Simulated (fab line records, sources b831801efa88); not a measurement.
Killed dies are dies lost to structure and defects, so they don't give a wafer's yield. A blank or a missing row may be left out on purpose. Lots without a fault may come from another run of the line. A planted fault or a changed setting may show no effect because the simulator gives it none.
fab line records | flow gf180mcu
record lots=24 wafers=72 last_day=34
route steps=602 shown HV_LDD@214 V1@350 M2@363 PASSIVATION@587
lots that met no fault: from a run of the same line without faults
start_h: hours from the record's first day to the start of the lot's first wafer shown | wait_h: hours since the lot's step before | " the same as in the row above | L1.1+2: a row that stands for several wafers | - no value, or no start given | * or withheld: withheld | < > ~ a bound
route shown NAME@n: a module of which the file shows steps, and the number in the route of the first | usual: mean/standard deviation of fault-free wafers | same: alike in all rows | chamber/n: place in a boat | sites: the reading at each site | _std_site: their standard deviation | _edge_site: outer sites' mean less inner sites' | radius_mm: how far each site lies from the wafer's centre | mask NAME#n: copy n | behind: the tool/chamber that last shaped the wafer | hold: why the lot was held/for how many hours/how that ended | device: the transistor (n, p or np) that didn't switch | end of line: the same wafers' tests at the end of the route | a step without rows: its recipe alone | killed: dies lost to structure and defects at the first sort, not the wafer's yield | map: a wafer's dies, x killed, . not, _ none there
set.NAME: the setting as run; set.NAME@STEP: as run at that earlier step | model.NAME: the simulator's own value behind a step, which no gauge read
steps of the route over a sample of lots; a table a step, a row a wafer
services: from which hour (start_h, from the record's first day; less than 0 if before it) a tool's chamber was out of use, for how many hours, and why
## steps
# step GF_HV_LDD_TW_MEAS_38
# usual HV_LDD_3_TW=1436/9
# columns lot.wafer tool chamber start_h wait_h HV_LDD_3_TW
L074.3 film_metro-01 - 252.50 0.1 1430
L074.4 " - " " 1429
L074.5 " - " " 1439
L075.1 film_metro-04 - 262.98 0.1 1436
L075.4 " - " " 1436
L075.5 " - " " 1435
L076.2 film_metro-02 - 267.34 0.1 1439
L076.5 " - " " 1445
L076.6 " - " " 1446
L077.1 film_metro-02 - 277.42 0.1 1438
L077.5 " - " " 1439
L077.6 " - " " 1438
L078.3 film_metro-04 - 283.59 0.1 1442
L078.5 " - " " 1444
L078.6 " - " " 1445
L079.1 film_metro-01 - 292.70 0.1 1435
L079.3 " - " " 1433
L079.6 " - " " 1432
L080.2 film_metro-04 - 299.49 0.1 1443
L080.4 " - " " 1437
L080.5 " - " " 1434
L081.1 film_metro-04 - 310.03 0.1 1437
L081.2 " - " " 1431
L081.4 " - " " 1437
L082.3 film_metro-01 - 316.99 0.1 1424
L082.4 " - " " 1431
L082.6 " - " " 1427
L083.1 film_metro-04 - 320.73 0.1 1441
L083.2 " - " " 1442
L083.5 " - " " 1436
L084.3 film_metro-01 - 334.50 0.1 1437
L084.5 " - " " 1426
L084.6 " - " " 1433
L085.1 film_metro-01 - 338.32 0.1 1431
L085.2 " - " " 1437
L085.3 " - " " 1443
L086.2 film_metro-01 - 347.74 0.1 1438
L086.4 " - " " 1427
L086.5 " - " " 1439
L087.1 film_metro-01 - 354.88 0.1 1424
L087.3 " - " " 1438
L087.6 " - " " 1431
L088.1 film_metro-04 - 362.98 0.1 1432
L088.3 " - " " 1436
L088.6 " - " " 1439
L089.4 film_metro-04 - 373.26 0.1 1436
L089.5 " - " " 1440
L089.6 " - " " 1438
L090.1 film_metro-04 - 378.68 0.1 1438
L090.2 " - " " 1438
L090.4 " - " " 1436
L091.1 film_metro-01 - 386.07 0.1 1426
L091.5 " - " " 1425
L091.6 " - " " 1420
L092.2 film_metro-01 - 394.54 0.1 1420
L092.4 " - " " 1425
L092.5 " - " " 1424
L093.1 film_metro-01 - 399.63 0.1 1428
L093.2 " - " " 1422
L093.6 " - " " 1424
L094.2 film_metro-01 - 409.34 0.1 1432
L094.3 " - " " 1428
L094.4 " - " " 1424
L095.1 film_metro-02 - 415.08 0.1 1458
L095.4 " - " " 1464
L095.5 " - " " 1457
L096.3 film_metro-01 - 427.95 0.1 1432
L096.4 " - " " 1431
L096.6 " - " " 1421
L097.2 film_metro-02 - 437.03 0.1 1455
L097.3 " - " " 1459
L097.6 " - " " 1453
# step GF_V1_OVL_MEAS_15
# usual V1_OVL=-3/6.1
# columns lot.wafer tool chamber start_h wait_h V1_OVL[nm]
L074.3 overlay-02 - 409.15 0.1 -5
L074.4 " - " " -5
L074.5 " - " " -7
L075.1 overlay-01 - 421.18 0.1 -8
L075.4 " - " " -6
L075.5 " - " " -12
L076.2 overlay-01 - 427.90 0.1 11
L076.5 " - " " 4
L076.6 " - " " 5
L077.1 overlay-01 - 439.04 0.1 -12
L077.5 " - " " -4
L077.6 " - " " 0
L078.3 overlay-01 - 446.79 0.1 -5
L078.5 " - " " -7
L078.6 " - " " -18
L079.1 overlay-02 - 457.68 0.1 -5
L079.3 " - " " -4
L079.6 " - " " -1
L080.2 overlay-02 - 467.60 0.1 -6
L080.4 " - " " -9
L080.5 " - " " -7
L081.1 overlay-02 - 477.14 0.1 -4
L081.2 " - " " -3
L081.4 " - " " -2
L082.3 overlay-02 - 488.30 0.1 -4
L082.4 " - " " -2
L082.6 " - " " -2
L083.1 overlay-01 - 489.58 0.1 1
L083.2 " - " " -6
L083.5 " - " " -4
L084.3 overlay-01 - 505.15 0.1 -1
L084.5 " - " " 1
L084.6 " - " " -6
L085.1 overlay-01 - 511.93 0.1 -5
L085.2 " - " " -7
L085.3 " - " " -4
L086.2 overlay-01 - 520.55 0.1 -4
L086.4 " - " " -12
L086.5 " - " " -15
L087.1 overlay-01 - 529.58 0.1 -3
L087.3 " - " " 1
L087.6 " - " " -1
L088.1 overlay-02 - 537.59 0.1 -1
L088.3 " - " " 2
L088.6 " - " " -8
L089.4 overlay-01 - 546.25 0.1 -6
L089.5 " - " " -7
L089.6 " - " " 0
L090.1 overlay-02 - 551.58 0.1 1
L090.2 " - " " 3
L090.4 " - " " 5
L091.1 overlay-02 - 560.69 0.1 -11
L091.5 " - " " -5
L091.6 " - " " -5
L092.2 overlay-02 - 566.55 0.1 -3
L092.4 " - " " -7
L092.5 " - " " -2
L093.1 overlay-02 - 571.58 0.1 8
L093.2 " - " " 16
L093.6 " - " " 5
L094.2 overlay-01 - 577.54 0.1 1
L094.3 " - " " 7
L094.4 " - " " 2
L095.1 overlay-02 - 586.08 0.1 -2
L095.4 " - " " -6
L095.5 " - " " 0
L096.3 overlay-01 - 596.35 0.1 5
L096.4 " - " " 4
L096.6 " - " " 3
L097.2 overlay-02 - 606.70 0.1 2
L097.3 " - " " -3
L097.6 " - " " 0
# step GF_M2_SPUTTER_01
# recipe material=TiN target_thk_nm=30 power_w=6500 time_s=25 chamber_pressure_pa=0.4
# usual throttle_valve_pct=30.3/1.4
# columns lot.wafer tool chamber start_h wait_h throttle_valve_pct
L074.3 pvd_sputter-02 - 410.66 0.1 30.4
L074.4 " - " " 31.3
L074.5 " - " " 30.6
L075.1 pvd_sputter-03 - 422.68 0.1 30.1
L075.4 " - " " 30.2
L075.5 " - " " 30.1
L076.2 pvd_sputter-03 - 429.38 0.1 30.7
L076.5 " - " " 29.8
L076.6 " - " " 30.4
L077.1 pvd_sputter-02 - 440.54 0.1 31.0
L077.5 " - " " 27.0
L077.6 " - " " 31.4
L078.3 pvd_sputter-02 - 448.31 0.1 31.2
L078.5 " - " " 31.5
L078.6 " - " " 30.6
L079.1 pvd_sputter-04 - 459.17 0.1 31.4
L079.3 " - " " 30.4
L079.6 " - " " 31.7
L080.2 pvd_sputter-04 - 469.08 0.1 30.4
L080.4 " - " " 31.5
L080.5 " - " " 31.5
L081.1 pvd_sputter-04 - 478.66 0.1 30.4
L081.2 " - " " 31.7
L081.4 " - " " 29.6
L082.3 pvd_sputter-04 - 490.18 0.1 31.7
L082.4 " - " " 29.7
L082.6 " - " " 31.8
L083.1 pvd_sputter-02 - 491.18 0.1 31.2
L083.2 " - " " 31.2
L083.5 " - " " 31.3
L084.3 pvd_sputter-02 - 506.65 0.1 26.9
L084.5 " - " " 31.2
L084.6 " - " " 30.9
L085.1 pvd_sputter-02 - 513.42 0.1 26.9
L085.2 " - " " 31.0
L085.3 " - " " 31.3
L086.2 pvd_sputter-04 - 522.38 0.1 31.5
L086.4 " - " " 31.7
L086.5 " - " " 29.6
L087.1 pvd_sputter-04 - 531.07 0.1 29.5
L087.3 " - " " 31.5
L087.6 " - " " 29.6
L088.1 pvd_sputter-02 - 539.60 0.1 31.3
L088.3 " - " " 27.2
L088.6 " - " " 30.8
L089.4 pvd_sputter-02 - 547.75 0.0 31.1
L089.5 " - " " 27.0
L089.6 " - " " 30.7
L090.1 pvd_sputter-02 - 553.08 0.1 26.8
L090.2 " - " " 30.3
L090.4 " - " " 30.6
L091.1 pvd_sputter-02 - 562.59 0.1 27.0
L091.5 " - " " 26.9
L091.6 " - " " 31.3
L092.2 pvd_sputter-02 - 568.06 0.1 30.8
L092.4 " - " " 30.5
L092.5 " - " " 31.2
L093.1 pvd_sputter-03 - 573.23 0.1 29.6
L093.2 " - " " 30.2
L093.6 " - " " 30.3
L094.2 pvd_sputter-04 - 579.02 0.1 31.7
L094.3 " - " " 29.9
L094.4 " - " " 30.4
L095.1 pvd_sputter-04 - 587.57 0.1 31.5
L095.4 " - " " 30.3
L095.5 " - " " 29.8
L096.3 pvd_sputter-04 - 597.83 0.1 29.9
L096.4 " - " " 31.8
L096.6 " - " " 31.8
L097.2 pvd_sputter-03 - 608.21 0.1 30.2
L097.3 " - " " 30.4
L097.6 " - " " 30.0
# step GF_M2_SPUTTER_04
# recipe material=TiN target_thk_nm=50 power_w=6500 time_s=42.94 chamber_pressure_pa=0.4
# usual throttle_valve_pct=30.3/1.4
# columns lot.wafer tool chamber start_h wait_h throttle_valve_pct
L074.3 pvd_sputter-02 - 410.74 0.0 30.6
L074.4 " - " " 31.1
L074.5 " - " " 30.8
L075.1 pvd_sputter-03 - 422.76 0.0 30.1
L075.4 " - " " 30.3
L075.5 " - " " 29.9
L076.2 pvd_sputter-03 - 429.46 0.0 30.4
L076.5 " - " " 29.8
L076.6 " - " " 30.4
L077.1 pvd_sputter-02 - 440.62 0.0 31.2
L077.5 " - " " 26.7
L077.6 " - " " 31.0
L078.3 pvd_sputter-02 - 448.39 0.0 31.0
L078.5 " - " " 30.9
L078.6 " - " " 30.4
L079.1 pvd_sputter-04 - 459.25 0.0 31.5
L079.3 " - " " 30.5
L079.6 " - " " 31.9
L080.2 pvd_sputter-04 - 469.16 0.0 30.4
L080.4 " - " " 31.5
L080.5 " - " " 31.5
L081.1 pvd_sputter-04 - 478.75 0.0 30.5
L081.2 " - " " 32.1
L081.4 " - " " 29.9
L082.3 pvd_sputter-04 - 490.26 0.0 31.5
L082.4 " - " " 29.8
L082.6 " - " " 32.2
L083.1 pvd_sputter-02 - 491.26 0.0 30.9
L083.2 " - " " 31.3
L083.5 " - " " 31.6
L084.3 pvd_sputter-02 - 506.74 0.0 27.3
L084.5 " - " " 31.1
L084.6 " - " " 31.1
L085.1 pvd_sputter-02 - 513.50 0.0 27.2
L085.2 " - " " 31.2
L085.3 " - " " 31.3
L086.2 pvd_sputter-04 - 522.46 0.0 31.4
L086.4 " - " " 31.5
L086.5 " - " " 29.6
L087.1 pvd_sputter-04 - 531.15 0.0 29.6
L087.3 " - " " 31.5
L087.6 " - " " 29.7
L088.1 pvd_sputter-02 - 539.68 0.0 31.2
L088.3 " - " " 27.1
L088.6 " - " " 30.7
L089.4 pvd_sputter-02 - 547.83 0.0 31.3
L089.5 " - " " 27.1
L089.6 " - " " 30.5
L090.1 pvd_sputter-02 - 553.16 0.0 26.8
L090.2 " - " " 30.8
L090.4 " - " " 30.7
L091.1 pvd_sputter-02 - 562.67 0.0 26.9
L091.5 " - " " 27.0
L091.6 " - " " 31.3
L092.2 pvd_sputter-02 - 568.14 0.0 31.2
L092.4 " - " " 30.4
L092.5 " - " " 31.2
L093.1 pvd_sputter-03 - 573.31 0.0 29.5
L093.2 " - " " 30.4
L093.6 " - " " 30.2
L094.2 pvd_sputter-04 - 579.10 0.0 31.6
L094.3 " - " " 29.6
L094.4 " - " " 30.5
L095.1 pvd_sputter-04 - 587.65 0.0 31.4
L095.4 " - " " 30.1
L095.5 " - " " 29.8
L096.3 pvd_sputter-04 - 597.91 0.0 29.8
L096.4 " - " " 31.9
L096.6 " - " " 31.6
L097.2 pvd_sputter-03 - 608.29 0.0 30.2
L097.3 " - " " 30.3
L097.6 " - " " 30.2
# step GF_M2_THK_MEAS_06
# recipe thk_meas_gauge=xrf reads=AlCu_of_M2_SPUTTER_02
# usual M2_ALCU_THK=450/6
# columns lot.wafer tool chamber start_h wait_h M2_ALCU_THK[nm]
L074.3 film_metro-03 - 410.92 0.1 445
L074.4 " - " " 439
L074.5 " - " " 441
L075.1 film_metro-04 - 422.92 0.1 446
L075.4 " - " " 434
L075.5 " - " " 446
L076.2 film_metro-04 - 429.63 0.1 455
L076.5 " - " " 452
L076.6 " - " " 454
L077.1 film_metro-04 - 440.78 0.1 442
L077.5 " - " " 446
L077.6 " - " " 442
L078.3 film_metro-04 - 448.57 0.1 447
L078.5 " - " " 450
L078.6 " - " " 452
L079.1 film_metro-03 - 459.41 0.1 440
L079.3 " - " " 449
L079.6 " - " " 453
L080.2 film_metro-04 - 469.33 0.1 458
L080.4 " - " " 454
L080.5 " - " " 458
L081.1 film_metro-03 - 478.91 0.1 459
L081.2 " - " " 464
L081.4 " - " " 456
L082.3 film_metro-03 - 490.44 0.1 445
L082.4 " - " " 447
L082.6 " - " " 454
L083.1 film_metro-02 - 491.42 0.1 448
L083.2 " - " " 446
L083.5 " - " " 446
L084.3 film_metro-04 - 506.92 0.1 451
L084.5 " - " " 445
L084.6 " - " " 448
L085.1 film_metro-03 - 513.66 0.1 451
L085.2 " - " " 446
L085.3 " - " " 443
L086.2 film_metro-03 - 522.63 0.1 450
L086.4 " - " " 450
L086.5 " - " " 446
L087.1 film_metro-04 - 531.31 0.1 444
L087.3 " - " " 445
L087.6 " - " " 445
L088.1 film_metro-03 - 539.84 0.1 441
L088.3 " - " " 447
L088.6 " - " " 443
L089.4 film_metro-02 - 548.00 0.1 453
L089.5 " - " " 458
L089.6 " - " " 454
L090.1 film_metro-03 - 553.32 0.1 459
L090.2 " - " " 456
L090.4 " - " " 453
L091.1 film_metro-02 - 562.83 0.1 447
L091.5 " - " " 450
L091.6 " - " " 445
L092.2 film_metro-03 - 568.31 0.1 453
L092.4 " - " " 458
L092.5 " - " " 450
L093.1 film_metro-02 - 573.47 0.1 453
L093.2 " - " " 446
L093.6 " - " " 453
L094.2 film_metro-03 - 579.27 0.1 448
L094.3 " - " " 445
L094.4 " - " " 455
L095.1 film_metro-03 - 587.81 0.1 450
L095.4 " - " " 460
L095.5 " - " " 448
L096.3 film_metro-03 - 598.09 0.1 452
L096.4 " - " " 452
L096.6 " - " " 455
L097.2 film_metro-04 - 608.46 0.1 457
L097.3 " - " " 443
L097.6 " - " " 454
# step GF_PASSIVATION_CVD_00
# recipe material=SiO2 target_thk_nm=1000 precursor=TEOS temp_c=400 time_s=111.95 rf_w=616.1
# usual heater_power_w=686/100
# columns lot.wafer tool chamber start_h wait_h heater_power_w
L074.3 pecvd-04 0 651.33 0.0 620
L074.4 " 0 " " 650
L074.5 " 1 " " 837
L075.1 pecvd-04 0 659.94 0.0 630
L075.4 " 0 " " 511
L075.5 " 1 " " 780
L076.2 pecvd-04 2 662.64 0.0 704
L076.5 " 0 " " 514
L076.6 " 1 " " 684
L077.1 pecvd-04 0 676.25 0.0 637
L077.5 " 2 " " 576
L077.6 " 1 " " 779
L078.3 pecvd-03 1 680.65 0.0 703
L078.5 " 1 " " 793
L078.6 " 0 " " 814
L079.1 pecvd-02 1 686.86 0.0 587
L079.3 " 2 " " 631
L079.6 " 1 " " 670
L080.2 pecvd-03 2 695.30 0.0 496
L080.4 " 2 " " 553
L080.5 " 1 " " 683
L081.1 pecvd-03 0 703.93 0.0 789
L081.2 " 1 " " 812
L081.4 " 1 " " 846
L082.3 pecvd-02 1 711.42 0.0 648
L082.4 " 0 " " 813
L082.6 " 2 " " 643
L083.1 pecvd-04 1 711.46 0.0 823
L083.2 " 2 " " 630
L083.5 " 2 " " 680
L084.3 pecvd-04 2 725.83 0.0 675
L084.5 " 0 " " 629
L084.6 " 1 " " 793
L085.1 pecvd-03 2 728.74 0.0 554
L085.2 " 1 " " 749
L085.3 " 0 " " 751
L086.2 pecvd-04 0 735.52 0.0 579
L086.4 " 2 " " 562
L086.5 " 0 " " 626
L087.1 pecvd-02 0 742.88 0.0 750
L087.3 " 2 " " 666
L087.6 " 0 " " 786
L088.1 pecvd-03 1 748.31 0.0 853
L088.3 " 2 " " 606
L088.6 " 2 " " 492
L089.4 pecvd-03 1 756.99 0.0 821
L089.5 " 0 " " 795
L089.6 " 2 " " 484
L090.1 pecvd-02 1 759.94 0.0 590
L090.2 " 0 " " 826
L090.4 " 1 " " 658
L091.1 pecvd-03 0 764.90 0.0 834
L091.5 " 0 " " 846
L091.6 " 2 " " 612
L092.2 pecvd-04 2 773.15 0.0 690
L092.4 " 1 " " 797
L092.5 " 2 " " 569
L093.1 pecvd-04 1 775.39 0.0 840
L093.2 " 0 " " 663
L093.6 " 1 " " 669
L094.2 pecvd-03 2 779.66 0.0 544
L094.3 " 0 " " 827
L094.4 " 1 " " 788
L095.1 pecvd-02 0 783.34 0.0 677
L095.4 " 0 " " 736
L095.5 " 1 " " 717
L096.3 pecvd-04 0 794.19 0.0 522
L096.4 " 0 " " 576
L096.6 " 2 " " 692
L097.2 pecvd-04 2 798.29 0.0 678
L097.3 " 0 " " 603
L097.6 " 1 " " 669
## services
# columns tool chamber start_h hours kind
pvd_sputter-03 - 391.31 3.3 repair
pecvd-04 - 422.61 1.4 repair
pecvd-03 2 432.69 8.9 repair
pecvd-03 1 445.74 1.9 repair
pecvd-04 1 452.09 4.7 repair
pvd_sputter-02 - 477.59 2.3 repair
pecvd-02 - 479.31 0.6 repair
pvd_sputter-02 - 488.66 2.4 repair
pvd_sputter-02 - 522.56 5.2 repair
pvd_sputter-04 - 541.07 0.5 repair
pecvd-04 - 561.72 5.5 pm
pecvd-03 1 561.88 12.7 repair
pecvd-02 2 572.44 20.2 repair
pecvd-04 - 591.12 14.0 pm
pecvd-03 - 593.12 2.8 pm
pecvd-03 - 614.72 0.5 repair
pvd_sputter-04 - 656.80 3.9 repair
pvd_sputter-04 - 681.88 2.1 repair
pvd_sputter-02 - 763.38 7.9 repair
pecvd-04 1 775.76 4.2 repair
pecvd-03 - 781.90 5.5 pm
pvd_sputter-02 - 794.89 1.3 repair
pvd_sputter-04 - 796.73 4.2 repair
pecvd-03 - 798.28 2.7 repair
## key
fault none
